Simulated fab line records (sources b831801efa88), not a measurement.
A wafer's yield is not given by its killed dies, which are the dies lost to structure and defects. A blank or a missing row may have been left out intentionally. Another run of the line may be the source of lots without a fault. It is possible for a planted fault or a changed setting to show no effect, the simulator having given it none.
Which tool was responsible? ; flow gf180mcu ; 12 lots with 36 wafers sampled at 5 steps, on a route of 602 steps

== WHAT THE GAUGES READ, wafer by wafer ==
GF_NWELL_OVL_MEAS_07. Usual: NWELL_OVL 0.2 nm, standard deviation 1.4.
lot;measured;on;NWELL_OVL (nm);flag
L128;day 3 21:49;overlay-02;0.5 3.1 0.5;
L129;day 4 01:14;overlay-02;1.0 1.0 2.3;
L132;day 4 17:31;overlay-01;0.3 0.8 0.3;
L133;day 4 22:34;overlay-02;-0.2 -3.0 -1.2;
L140;day 6 11:16;overlay-02;1.5 1.2 1.5;
L141;day 6 16:04;overlay-02;-0.3 -0.3 -1.0;
L142;day 6 22:06;overlay-02;0.5 -1.2 1.1;
L144;day 7 09:09;overlay-02;0.0 -2.8 0.7;
L145;day 7 15:34;overlay-01;3.1 0.8 2.4;
L146;day 7 23:16;overlay-01;-1.8 -1.0 1.4;
L147;day 8 01:31;overlay-01;-0.9 -1.0 1.4;
L149;day 8 12:52;overlay-01;-0.4 -0.5 -2.0;

GF_VT_IMPLANT_TW_MEAS_32. Usual: VT_IMPLANT_3_TW 269.7, standard deviation 2.6.
lot;measured;on;VT_IMPLANT_3_TW;flag
L128;day 7 12:49;film_metro-02;271.8 272.9 271.9;
L129;day 7 18:05;film_metro-04;268.0 268.4 269.1;
L132;day 8 11:13;film_metro-04;269.5 270.0 270.7;
L133;day 8 19:59;film_metro-04;271.1 270.6 271.2;
L140;day 10 16:08;film_metro-02;272.5 270.5 271.9;
L141;day 10 21:55;film_metro-02;270.8 271.2 271.7;
L142;day 11 05:20;film_metro-02;270.7 270.8 270.5;
L144;day 11 17:17;film_metro-02;272.0 271.7 271.1;
L145;day 12 01:51;film_metro-02;272.0 273.0 271.9;
L146;day 12 09:05;film_metro-02;272.2 271.3 272.2;
L147;day 12 13:05;film_metro-04;268.4 269.0 268.5;
L149;day 13 02:45;film_metro-04;268.1 269.0 271.4;

GF_VT_IMPLANT_TW_MEAS_43. Usual: VT_IMPLANT_4_TW 690, standard deviation 6.7.
lot;measured;on;VT_IMPLANT_4_TW;flag
L128;day 8 04:34;film_metro-02;692 690 690;
L129;day 8 09:35;film_metro-02;695 695 697;
L132;day 9 04:33;film_metro-04;692 692 689;
L133;day 9 12:41;film_metro-04;691 691 690;
L140;day 11 10:51;film_metro-01;30 30 30;OFF
L141;day 11 16:37;film_metro-04;30 30 30;OFF
L142;day 11 23:46;film_metro-01;30 30 30;OFF
L144;day 12 12:32;film_metro-04;695 696 691;
L145;day 12 21:23;film_metro-01;688 684 689;
L146;day 13 05:17;film_metro-01;676 683 683;
L147;day 13 08:46;film_metro-01;680 683 683;
L149;day 13 23:17;film_metro-01;681 684 680;

== WHICH TOOL RAN EACH LOT (tool, then ch and the chambers of the sampled wafers, then the start) ==
lot;GF_VT_IMPLANT_STRIP_31;GF_VT_IMPLANT_STRIP_42
L128;plasma_asher-02 ch 0,1, day 7 12:43;plasma_asher-01 ch 0,1, day 8 04:28
L129;plasma_asher-02 ch 0,1, day 7 17:59;plasma_asher-04 ch 0,1, day 8 09:29
L132;plasma_asher-01 ch 0,1, day 8 11:08;plasma_asher-01 ch 0,1, day 9 04:28
L133;plasma_asher-02 ch 0,1, day 8 19:53;plasma_asher-04 ch 0,1, day 9 12:35
L140;plasma_asher-02 ch 0,1, day 10 16:02;plasma_asher-04 ch 0,1, day 11 10:44
L141;plasma_asher-01 ch 0,1, day 10 21:50;plasma_asher-01 ch 0,1, day 11 16:31
L142;plasma_asher-02 ch 0,1, day 11 05:14;plasma_asher-04 ch 0,1, day 11 23:40
L144;plasma_asher-04 ch 0,1, day 11 17:13;plasma_asher-01 ch 0,1, day 12 12:28
L145;plasma_asher-02 ch 0,1, day 12 01:46;plasma_asher-04 ch 0,1, day 12 21:19
L146;plasma_asher-04 ch 0,1, day 12 08:58;plasma_asher-01 ch 0,1, day 13 05:10
L147;plasma_asher-01 ch 0, day 12 12:59;plasma_asher-02 ch 1, day 13 08:40
L149;plasma_asher-04 ch 0,1, day 13 02:38;plasma_asher-01 ch 1, day 13 23:10
- GF_VT_IMPLANT_STRIP_31: strips in O2/N2.
- GF_VT_IMPLANT_STRIP_42: strips in O2/N2.

== WHAT THE TOOLS THEMSELVES READ (means of the sampled wafers that have a number; where no wafer has one, the mark that the record gives instead) ==
GF_VT_IMPLANT_STRIP_31. Usual: chamber_pressure_mTorr 1500.1 mTorr, standard deviation 1.4; drypump_motor_current_A 5.9 A, standard deviation 0.33; heater_power_w 354 W, standard deviation 44; oes_product_au 0.716 a.u., standard deviation 0.004; strip_time_to_endpoint_s 12.63 s, standard deviation 0.033.
lot;tool;chamber_pressure_mTorr (mTorr);drypump_motor_current_A (A);heater_power_w (W);oes_product_au (a.u.);strip_time_to_endpoint_s (s);flag
L128;plasma_asher-02;1500.4;5.8;349;0.721;12.62;
L129;plasma_asher-02;1499.8;5.8;355;0.720;12.59;
L132;plasma_asher-01;1499.1;6.1;363;0.714;12.62;
L133;plasma_asher-02;1500.1;5.7;346;0.720;12.64;
L140;plasma_asher-02;-;-;-;-;-;OFF
L141;plasma_asher-01;-;-;-;-;-;OFF
L142;plasma_asher-02;-;-;-;-;-;OFF
L144;plasma_asher-04;1499.9;6.0;362;0.715;12.63;
L145;plasma_asher-02;1501.1;5.7;351;0.715;12.65;
L146;plasma_asher-04;1499.7;6.0;368;0.716;12.67;
L147;plasma_asher-01;1500.0;6.4;377;0.712;12.65;
L149;plasma_asher-04;1500.0;5.8;328;0.713;12.63;

GF_VT_IMPLANT_STRIP_42. Usual: chamber_pressure_mTorr 1500.0 mTorr, standard deviation 1.4; drypump_motor_current_A 5.9 A, standard deviation 0.34; heater_power_w 354 W, standard deviation 40; oes_product_au 0.716 a.u., standard deviation 0.0043; strip_time_to_endpoint_s 12.64 s, standard deviation 0.034.
lot;tool;chamber_pressure_mTorr (mTorr);drypump_motor_current_A (A);heater_power_w (W);oes_product_au (a.u.);strip_time_to_endpoint_s (s);flag
L128;plasma_asher-01;1500.1;6.1;362;0.715;12.68;
L129;plasma_asher-04;1499.3;6.0;361;0.717;12.57;
L132;plasma_asher-01;1498.7;6.1;352;0.716;12.66;
L133;plasma_asher-04;1500.6;6.0;363;0.717;12.68;
L140;plasma_asher-04;1500.3;5.7;328;0.713;27.53;OFF
L141;plasma_asher-01;1498.7;6.1;358;0.720;27.64;OFF
L142;plasma_asher-04;1499.6;6.0;367;0.717;27.59;OFF
L144;plasma_asher-01;1500.3;6.1;362;0.717;12.64;
L145;plasma_asher-04;1500.8;6.0;361;0.712;12.68;
L146;plasma_asher-01;1499.6;6.1;357;0.719;12.61;
L147;plasma_asher-02;1500.6;5.7;324;0.715;12.63;
L149;plasma_asher-01;1498.6;5.6;323;0.714;12.61;

== THE ANSWER, worked out from the rows above alone ==
Rule: a lot counts as off when the mean over its wafers that have a number is more than 3 standard deviations away from the usual mean. A lot without any number at a reading at which 4 lots or more have one is off too. Where the step has rows for the other lots, those lots are counted as sound. The gauges are gone through in route order, then the tools' own readings, and for those a lot's mean is taken as printed above. At the first step where some lot is off, the reading lying furthest off is the one used; lots without a number count as furthest.
Off: L140, L141, L142, seen at GF_VT_IMPLANT_TW_MEAS_43 (VT_IMPLANT_4_TW).
A tool fits if, at a process step before that reading, it ran every lot that is off, and no sound lot after the first of them. The gauges at GF_VT_IMPLANT_TW_MEAS_43 aren't tried: what is off there is off at GF_VT_IMPLANT_STRIP_31 too, on other tools, and a gauge's error can't cause that. None of those tried fits.

== WHAT THE SIMULATOR PUT IN ==
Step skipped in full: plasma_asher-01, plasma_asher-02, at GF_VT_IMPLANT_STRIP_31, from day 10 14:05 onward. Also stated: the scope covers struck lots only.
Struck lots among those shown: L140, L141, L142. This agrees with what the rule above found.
